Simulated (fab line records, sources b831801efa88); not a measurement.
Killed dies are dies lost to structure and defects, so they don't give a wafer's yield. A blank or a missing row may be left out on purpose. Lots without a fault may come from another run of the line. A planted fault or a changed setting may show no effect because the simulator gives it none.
Which tool did it? | flow sky130 | 13 lots, 39 wafers sampled, at 5 steps of a route of 708

WHAT THE GAUGES READ, wafer by wafer
SKY_FIELD_ISO_BOW_MEAS_00. Usual: INCOMING_BOW 0 um, standard deviation 6.2.
lot  | measured    | on            | INCOMING_BOW (um) | flag
L589 | day 1 10:00 | film_metro-01 | 4 -5 11           |
L591 | day 1 20:00 | film_metro-03 | 5 7 0             |
L592 | day 2 01:01 | film_metro-01 | 1 9 4             |
L594 | day 2 11:02 | film_metro-02 | 1 6 5             |
L596 | day 2 21:02 | film_metro-03 | 5 5 12            |
L602 | day 4 03:01 | film_metro-01 | -2 6 0            |
L605 | day 4 18:01 | film_metro-03 | 8 4 1             |
L606 | day 4 23:01 | film_metro-03 | 0 6 5             |
L607 | day 5 04:04 | film_metro-01 | -10 2 8           |
L608 | day 5 09:00 | film_metro-03 | 2 0 5             |
L609 | day 5 14:01 | film_metro-03 | 9 -7 13           |
L610 | day 5 19:04 | film_metro-03 | 7 10 0            |
L611 | day 6 00:01 | film_metro-03 | 12 -4 -4          |

SKY_VT_ADJUST_LVTN_TW_MEAS_21. Usual: VT_ADJUST_LVTN_2_TW 189.2, standard deviation 1.6.
lot  | measured     | on            | VT_ADJUST_LVTN_2_TW                 | flag
L589 | day 7 11:28  | film_metro-01 | 190.8 190.4 190.3                   |
L591 | day 8 07:34  | film_metro-04 | 190.3 188.8 190.1                   |
L592 | day 8 14:08  | film_metro-04 | 189.8 189.9 188.8                   |
L594 | day 9 03:59  | film_metro-03 | 188.2 188.0 187.1                   |
L596 | day 9 12:23  | film_metro-01 | 190.7 191.3 191.6                   |
L602 | day 11 11:40 | film_metro-04 | 188.7 187.8 189.5                   |
L605 | day 12 04:52 | film_metro-04 | 104.3 103.9 104.3 104.3 104.6 104.3 | OFF
L606 | day 12 11:19 | film_metro-03 | 103.3 104.5 103.5 104.9 104.4 103.6 | OFF
L607 | day 12 16:53 | film_metro-04 | 188.9 189.2 188.8                   |
L608 | day 13 00:58 | film_metro-01 | 192.1 191.9 192.4                   |
L609 | day 13 05:43 | film_metro-04 | 188.5 190.2 189.4                   |
L610 | day 13 11:33 | film_metro-03 | 188.0 187.8 187.6                   |
L611 | day 14 02:10 | film_metro-03 | 186.7 188.1 188.4                   |

SKY_SONOS_ONO_THK_MEAS_03. Usual: SONOS_ONO_CVD_02_THK 10.51 nm, standard deviation 0.15.
lot  | measured     | on            | SONOS_ONO_CVD_02_THK (nm) | flag
L589 | day 11 05:40 | film_metro-03 | 10.45 10.49 10.48         |
L591 | day 12 08:14 | film_metro-02 | 10.70 10.60 10.70         |
L592 | day 12 13:18 | film_metro-03 | 10.48 10.56 10.34         |
L594 | day 13 09:30 | film_metro-03 | 10.27 10.18 10.26         |
L596 | day 13 18:31 | film_metro-01 | 10.49 10.49 10.50         |
L602 | day 15 21:50 | film_metro-01 | 10.51 10.65 10.54         |
L607 | day 17 07:46 | film_metro-02 | 10.35 10.41 10.31         |
L608 | day 17 16:54 | film_metro-02 | 10.56 10.64 10.67         |
L609 | day 18 04:08 | film_metro-03 | 10.79 10.69 10.79         |
L610 | day 18 07:14 | film_metro-03 | 10.44 10.41 10.45         |
L611 | day 18 23:08 | film_metro-03 | 10.48 10.40 10.32         |

SKY_POLY_GATE_CD_MEAS_13: target cd 150 nm. Usual: cd_nm 150.0 nm, standard deviation 1.5.
lot  | measured     | on        | cd_nm (nm)        | flag
L589 | day 16 05:13 | cd_sem-02 | 149.8 150.8 148.9 |
L591 | day 17 07:16 | cd_sem-02 | 149.2 150.1 150.3 |
L592 | day 17 11:57 | cd_sem-02 | 149.8 149.7 150.3 |
L594 | day 18 09:58 | cd_sem-01 | 151.6 151.3 151.2 |
L596 | day 18 20:10 | cd_sem-02 | 149.1 150.0 150.0 |
L602 | day 21 09:32 | cd_sem-01 | 149.6 147.9 149.2 |
L607 | day 22 18:03 | cd_sem-02 | 146.9 146.8 146.8 |
L608 | day 23 05:14 | cd_sem-02 | 149.5 149.2 149.7 |
L609 | day 23 14:14 | cd_sem-02 | 149.5 148.6 148.5 |
L610 | day 23 17:59 | cd_sem-01 | 150.8 151.0 151.8 |
L611 | day 24 08:21 | cd_sem-01 | 151.5 151.5 150.5 |

WHICH TOOL RAN EACH LOT (tool, then ch and the chambers of the sampled wafers, then the start)
lot  | SKY_VT_ADJUST_LVTN_IMPLANT_19
L589 | implanter-03 ch 0, day 7 11:13
L591 | implanter-04 ch 0, day 8 07:19
L592 | implanter-03 ch 0, day 8 13:53
L594 | implanter-03 ch 0, day 9 03:46
L596 | implanter-04 ch 0, day 9 12:10
L602 | implanter-04 ch 0, day 11 11:26
L605 | implanter-04 ch 0, day 12 04:38
L606 | implanter-04 ch 0, day 12 11:05
L607 | implanter-02 ch 0, day 12 16:41
L608 | implanter-02 ch 0, day 13 00:43
L609 | implanter-02 ch 0, day 13 05:29
L610 | implanter-03 ch 0, day 13 11:20
L611 | implanter-02 ch 0, day 14 01:56
- SKY_VT_ADJUST_LVTN_IMPLANT_19

WHAT THE TOOLS THEMSELVES READ (means of the sampled wafers that have a number; where no wafer has one, the mark that the record gives instead)
SKY_VT_ADJUST_LVTN_IMPLANT_19. Usual: dose_ions_cm2 6.5e+11, standard deviation 7.2e+08; faraday_current_uA 3.67, standard deviation 0.071.
lot  | tool         | dose_ions_cm2 | faraday_current_uA | flag
L589 | implanter-03 | 6.5e+11       | 3.65               |
L591 | implanter-04 | 6.5e+11       | 3.70               |
L592 | implanter-03 | 6.5e+11       | 3.66               |
L594 | implanter-03 | 6.5e+11       | 3.64               |
L596 | implanter-04 | 6.5e+11       | 3.67               |
L602 | implanter-04 | 6.5e+11       | 3.64               |
L605 | implanter-04 | 6.4e+10       | 0.37               | OFF
L606 | implanter-04 | 6.5e+10       | 0.37               | OFF
L607 | implanter-02 | 6.5e+11       | 3.64               |
L608 | implanter-02 | 6.5e+11       | 3.60               |
L609 | implanter-02 | 6.5e+11       | 3.68               |
L610 | implanter-03 | 6.5e+11       | 3.69               |
L611 | implanter-02 | 6.5e+11       | 3.68               |

THE ANSWER, worked out from the rows above alone
Rule: a lot is off if the mean of its wafers that have a number lies more than 3 standard deviations from the usual mean. A lot without any number at a reading at which 4 lots or more have one is off too. The other lots that the step has rows for count as sound. The gauges are gone through in route order, then the tools' own readings, and for those a lot's mean is taken as printed above. The first step at which some lot is off is used, and at that step the reading that is off furthest; a lot without a number counts as furthest.
Off: L605, L606, at SKY_VT_ADJUST_LVTN_TW_MEAS_21 (VT_ADJUST_LVTN_2_TW).
A tool fits if, at a process step before that reading, it ran every lot that is off, and no sound lot after the first of them. The gauges at SKY_VT_ADJUST_LVTN_TW_MEAS_21 aren't tried: what is off there is off at SKY_VT_ADJUST_LVTN_IMPLANT_19 too, on other tools, and a gauge's error can't cause that. One fits: implanter-04 at SKY_VT_ADJUST_LVTN_IMPLANT_19. Its last sound lot is L602 (day 11 11:26), its first lot that is off L605 (day 12 04:38): a fault that began between those two fits.
The tool's own readings at SKY_VT_ADJUST_LVTN_IMPLANT_19 bear it out: on the lots that are off they differ by more than 5 times the standard deviation of the sound lots' means. dose_ions_cm2 reads 6.4e+10 there against 6.5e+11 on the sound lots; faraday_current_uA reads 0.37 there against 3.66 on the sound lots.

WHAT THE SIMULATOR HAD PUT IN
Process parameter drift: implanter-04, from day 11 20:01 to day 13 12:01, at SKY_VT_ADJUST_LVTN_IMPLANT_19. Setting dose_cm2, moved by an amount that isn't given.
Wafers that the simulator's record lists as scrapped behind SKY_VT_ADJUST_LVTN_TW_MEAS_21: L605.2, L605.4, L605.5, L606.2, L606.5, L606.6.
Lots struck among those shown: L605, L606. The rule above found the same.
